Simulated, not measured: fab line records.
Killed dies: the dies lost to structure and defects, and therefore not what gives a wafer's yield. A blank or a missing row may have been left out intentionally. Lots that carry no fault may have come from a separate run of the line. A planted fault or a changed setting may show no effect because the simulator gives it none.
Shared-tool check -- flow gf180mcu -- Sampled: 12 lots, 36 wafers

## REASON IT WAS OPENED
Of 12 lots, 2 have the reading NSD_RS flagged at GF_PSD_RS_MEAS_14. Fault-free wafers read 46.19 ohm/sq, with a standard deviation of 0.095.
Rule: a lot is flagged in two cases, either no wafer of it has a number, or all its wafers with numbers fall more than 4 standard deviations from that mean. The other lots count as sound.

lot,measured,on,"NSD_RS (ohm/sq), wafer by wafer",flag
L421,day 14 13:12,filmMetro-04,46.21 46.20 46.16,
L422,day 14 18:30,filmMetro-01,46.25 46.22 46.29,
L423,day 15 12:14,filmMetro-03,46.07 46.19 46.20,
L426,day 16 09:08,filmMetro-01,46.22 46.28 46.23,
L428,day 16 22:27,filmMetro-01,46.28 46.27 46.23,
L429,day 17 10:46,filmMetro-01,46.12 46.35 46.16,
L435,day 19 16:21,filmMetro-01,47.76 47.64 47.70,FLAGGED
L436,day 19 19:16,filmMetro-04,47.61 47.73 47.71,FLAGGED
L437,day 20 02:16,filmMetro-01,46.28 46.33 46.28,
L438,day 20 11:05,filmMetro-04,46.24 46.19 46.23,
L440,day 21 07:19,filmMetro-04,46.20 46.08 46.14,
L443,day 22 11:10,filmMetro-01,46.20 46.28 46.30,
On average the flagged lots' numbers are 47.69 ohm/sq, which is +1.50 ohm/sq against the usual, or +16 standard deviations.

## TOOL THAT RAN EACH LOT
The record holds 3 process steps before the reading, out of a route of 602 steps. Read each cell as the tool, then ch plus the chambers that the sampled wafers visited, then the start.
lot,flag,GF_POLY_GATE_STRIP_14,GF_NSD_IMPLANT_10,GF_NSD_STRIP_11
L421,,"plasmaAsher-04 ch 0,1, day 9 11:20","implanter-04 ch 0, day 13 15:41","plasmaAsher-04 ch 1, day 13 15:50"
L422,,"plasmaAsher-02 ch 0,1, day 9 16:31","implanter-02 ch 0, day 13 20:24","plasmaAsher-03 ch 0,1, day 13 20:33"
L423,,"plasmaAsher-01 ch 0,1, day 10 03:35","implanter-04 ch 0, day 14 14:17","plasmaAsher-03 ch 0,1, day 14 14:26"
L426,,"plasmaAsher-02 ch 0,1, day 11 00:35","implanter-04 ch 0, day 15 11:40","plasmaAsher-02 ch 0, day 15 11:49"
L428,,"plasmaAsher-04 ch 0,1, day 11 14:25","implanter-04 ch 0, day 16 00:52","plasmaAsher-02 ch 0,1, day 16 01:00"
L429,,"plasmaAsher-01 ch 0,1, day 11 23:47","implanter-01 ch 0, day 16 12:10","plasmaAsher-02 ch 0, day 16 12:17"
L435,FLAGGED,"plasmaAsher-02 ch 0,1, day 13 17:24","implanter-04 ch 0, day 18 15:18","plasmaAsher-03 ch 0,1, day 18 15:25"
L436,FLAGGED,"plasmaAsher-02 ch 0,1, day 13 22:22","implanter-04 ch 0, day 18 18:22","plasmaAsher-03 ch 0,1, day 18 18:31"
L437,,"plasmaAsher-04 ch 0,1, day 14 04:34","implanter-02 ch 0, day 19 00:56","plasmaAsher-04 ch 0,1, day 19 01:05"
L438,,"plasmaAsher-01 ch 0,1, day 14 13:56","implanter-01 ch 0, day 19 10:11","plasmaAsher-03 ch 0,1, day 19 10:20"
L440,,"plasmaAsher-01 ch 0,1, day 15 04:31","implanter-01 ch 0, day 20 06:38","plasmaAsher-04 ch 0,1, day 20 06:46"
L443,,"plasmaAsher-01 ch 0,1, day 16 01:05","implanter-01 ch 0, day 21 10:13","plasmaAsher-04 ch 0,1, day 21 10:20"
What is done by these steps:
- GF_POLY_GATE_STRIP_14: strips in O2/N2.
- GF_NSD_IMPLANT_10
- GF_NSD_STRIP_11: strips in O2/N2.
- GF_PSD_RS_MEAS_14: measures by four-point-probe.

## FLAGGED OVER TOTAL, TOOL BY TOOL (the gauges that took the reading come last)
step,tool,lots run,flagged,share of the flagged lots,sound lots run after its first flagged lot
GF_POLY_GATE_STRIP_14,plasmaAsher-01,5,0,none,-
GF_POLY_GATE_STRIP_14,plasmaAsher-02,4,2,all,0
GF_POLY_GATE_STRIP_14,plasmaAsher-04,3,0,none,-
GF_NSD_IMPLANT_10,implanter-01,4,0,none,-
GF_NSD_IMPLANT_10,implanter-02,2,0,none,-
GF_NSD_IMPLANT_10,implanter-04,6,2,all,0
GF_NSD_STRIP_11,plasmaAsher-02,3,0,none,-
GF_NSD_STRIP_11,plasmaAsher-03,5,2,all,1 (L438)
GF_NSD_STRIP_11,plasmaAsher-04,4,0,none,-
GF_PSD_RS_MEAS_14,filmMetro-01,7,1,some,"2 (L437,L443)"
GF_PSD_RS_MEAS_14,filmMetro-03,1,0,none,-
GF_PSD_RS_MEAS_14,filmMetro-04,4,1,some,"2 (L438,L440)"

## WHAT THE TABLE PERMITS
plasmaAsher-02 at GF_POLY_GATE_STRIP_14, implanter-04 at GF_NSD_IMPLANT_10 and plasmaAsher-03 at GF_NSD_STRIP_11: these 3 rows of the table ran every flagged lot.
- plasmaAsher-02 at GF_POLY_GATE_STRIP_14: 2 of its 4 lots flagged. A fault beginning between L426 (day 11 00:35), its last sound lot, and L435 (day 13 17:24), its first flagged one, fits the data.
- implanter-04 at GF_NSD_IMPLANT_10: 2 of its 6 lots flagged. A fault beginning between L428 (day 16 00:52), its last sound lot, and L435 (day 18 15:18), its first flagged one, fits the data.
- plasmaAsher-03 at GF_NSD_STRIP_11: 2 of its 5 lots flagged. Lots that were sound ran on it after the first flagged one (L438); a persistent fault on the entire tool would not allow that.
A lot count leaves these 2 tools indistinguishable: every one of them fits a fault beginning at some hour. More lots, or a look at what each step does to the wafer, might.

## WHAT THE SIMULATOR PUT IN
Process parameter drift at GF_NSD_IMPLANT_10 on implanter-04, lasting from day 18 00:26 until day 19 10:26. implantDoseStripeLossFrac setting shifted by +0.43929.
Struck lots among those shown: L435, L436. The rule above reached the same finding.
